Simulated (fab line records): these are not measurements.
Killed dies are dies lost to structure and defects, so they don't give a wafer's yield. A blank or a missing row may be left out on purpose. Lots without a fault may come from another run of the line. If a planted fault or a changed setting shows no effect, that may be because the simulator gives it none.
Comparing a struck lot with a sound one / flow gf180mcu / 16 steps out of a route of 602
Sound: wafers L102.1, L102.2, L102.5. The struck wafers were L111.2, L111.3, L111.4. The cause is given at the end.
Per side, at each step with rows, come the tool, then ch with its chambers, and then its first start. Under that, the readings that differ: sound wafers / struck wafers / difference of the means / sigmas: that difference in standard deviations of wafers without a fault.
alike: same words and numbers on both sides, and readings whose means sit less than 2 such deviations apart. not compared: any withheld reading, any reading some wafer has no value for, any bound like >300 that may hide the same value, and any number with overlapping values for which the record gives no deviation.
A row with sigmas, a row that says differs or no value, or rows on one side alone: a step with any of these is where the two part. When numbers do not overlap yet have no deviation, they are printed without sigmas and do not part them. A reading that every wafer of one side lacks parts them only if that side has two wafers or more.

first, 2 steps without rows for these wafers: GF_MVPSD_IMPLANT_08; GF_MVPSD_IMPLANT_09.
GF_MVPSD_STRIP_10: strips in O2/N2.
  sound on plasma_asher-04 ch 0,1, day 6 10:09; struck on plasma_asher-03 ch 0,1, day 8 17:15
  alike: drypump_motor_current_A, heater_power_w, oes_product_au, strip_time_to_endpoint_s
  not compared: rf_hours_counter_h
GF_MVPSD_TW_MEAS_11:
  sound on film_metro-02 at day 6 10:15; struck on film_metro-01 at day 8 17:22
reading=MVPSD_TW; sound=555.2 554.1 554.7; struck=548.8 549.6 547.9; difference=-5.9; sigmas=-2
then, 7 steps without rows for these wafers: GF_VT_IMPLANT_DEHYDRATE_00 (time 60 s); GF_VT_IMPLANT_HMDS_01 (prime time 60 s); GF_VT_IMPLANT_COAT_02 (resist thk 1000 nm); GF_VT_IMPLANT_SOFTBAKE_03 (time 60 s); GF_VT_IMPLANT_EXPOSE_04 (exposes mask LVPWELL LV AREA, target cd 600 nm); GF_VT_IMPLANT_PEB_05; GF_VT_IMPLANT_DEVELOP_06 (develop time 60 s).
GF_VT_IMPLANT_OVL_MEAS_07:
  sound on overlay-02 at day 7 01:38; struck on overlay-01 at day 9 10:25
reading=VT_IMPLANT_OVL (nm); sound=-1.5 -0.7 -4.2; struck=0.7 0.0 1.3; difference=+2.8; sigmas=+2
GF_VT_IMPLANT_IMPLANT_08:
  sound on implanter-04 ch 0, day 7 01:40; struck on implanter-04 ch 0, day 9 10:28
reading=beam_energy_keV; sound=19.988 20.003 20.001; struck=21.082 21.096 21.086; difference=+1.091; sigmas=+99 or more
reading=model.implant.rp_nm (nm); sound=17.51 17.51 17.51; struck=18.04 18.04 18.04; difference=+0.53; sigmas=
reading=model.implant.drp_nm (nm); sound=9.752 9.752 9.752; struck=10.12 10.12 10.12; difference=+0.37; sigmas=
GF_VT_IMPLANT_STRIP_09: strips in O2/N2.
  sound on plasma_asher-03 ch 0,1, day 7 01:49; struck on plasma_asher-04 ch 0,1, day 9 10:36
  alike: drypump_motor_current_A, heater_power_w, oes_product_au, strip_time_to_endpoint_s
  not compared: rf_hours_counter_h
GF_VT_IMPLANT_TW_MEAS_10:
  sound on film_metro-03 at day 7 01:55; struck on film_metro-02 at day 9 10:43
reading=VT_IMPLANT_TW; sound=556 555 554; struck=570 570 568; difference=+14; sigmas=+4
then, 1 step without rows for these wafers: GF_VT_IMPLANT_DEHYDRATE_11 (time 60 s).

## WHERE THEY PART
At GF_MVPSD_TW_MEAS_11 first; at GF_VT_IMPLANT_TW_MEAS_10 last (within this record only).

WHY: what had been put in by the simulator
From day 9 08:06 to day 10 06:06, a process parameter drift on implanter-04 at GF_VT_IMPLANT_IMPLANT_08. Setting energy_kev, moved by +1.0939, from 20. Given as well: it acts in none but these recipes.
